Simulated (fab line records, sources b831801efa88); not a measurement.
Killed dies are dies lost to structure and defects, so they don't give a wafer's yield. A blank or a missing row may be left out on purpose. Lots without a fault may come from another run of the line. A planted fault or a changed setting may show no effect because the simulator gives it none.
Chamber matching | flow gf180mcu | GF_V2_CMP_04 on cmp-01: 4 sister chambers
The step polishes SiO2. 8 wafers are shown with their chamber, then 12 later ones without.

WAFERS WITH THEIR CHAMBER
wafer  | chamber | motor_current_A (A) | time_to_endpoint_s (s)
L087.1 | 3       | 11.8                | 92
L090.1 | 3       | 12.1                | 84
L091.1 | 0       | 10.4                | 82
L091.2 | 2       | 9.9                 | 83
L091.3 | 1       | 12.4                | 74
L092.1 | 2       | 10.5                | 77
L092.5 | 1       | 12.2                | 81
L092.6 | 0       | 10.2                | 95

WAFERS WITHOUT THEIR CHAMBER
wafer  | motor_current_A (A) | time_to_endpoint_s (s)
L093.2 | 10.6                | 87
L093.4 | 12.3                | 89
L093.5 | 10.2                | 96
L095.1 | 12.1                | 87
L095.4 | 11.0                | 93
L095.5 | 10.6                | 99
L096.1 | 12.7                | 83
L096.4 | 10.9                | 96
L096.5 | 10.2                | 96
L097.1 | 11.9                | 85
L097.2 | 10.1                | 96
L097.5 | 12.5                | 82

WHICH CHAMBER EACH WENT THROUGH
wafer  | from the rows above          | in truth
L093.2 | can't be placed: 0 or 2      | 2
L093.4 | can't be placed: 3 or 1      | 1
L093.5 | can't be placed: 0 or 2      | 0
L095.1 | can't be placed: 3 or 1      | 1
L095.4 | can't be placed: 0 or 2 or 3 | 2
L095.5 | can't be placed: 0 or 2      | 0
L096.1 | can't be placed: 1 or 3      | 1
L096.4 | can't be placed: 0 or 2 or 3 | 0
L096.5 | can't be placed: 0 or 2      | 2
L097.1 | can't be placed: 3 or 1      | 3
L097.2 | can't be placed: 0 or 2      | 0
L097.5 | can't be placed: 1 or 3      | 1
Placed correctly: 0 of 12. Can't be placed from these rows: 12 (the true chamber is among the candidates in 12). Placed wrongly: 0.
How it was worked out, from the rows above alone: a wafer's distance from a chamber is the root of the sum, over the readings, of the square of ((its reading less the chamber's mean) divided by the reading's scatter). The wafer belongs to the nearest chamber; if the next one is less than 2 further off, it can't be placed. A chamber's mean is the mean of its shown wafers. The scatter: the root of (the sum of the squares of (reading less its chamber's mean) over the shown wafers, divided by (wafers less chambers)).
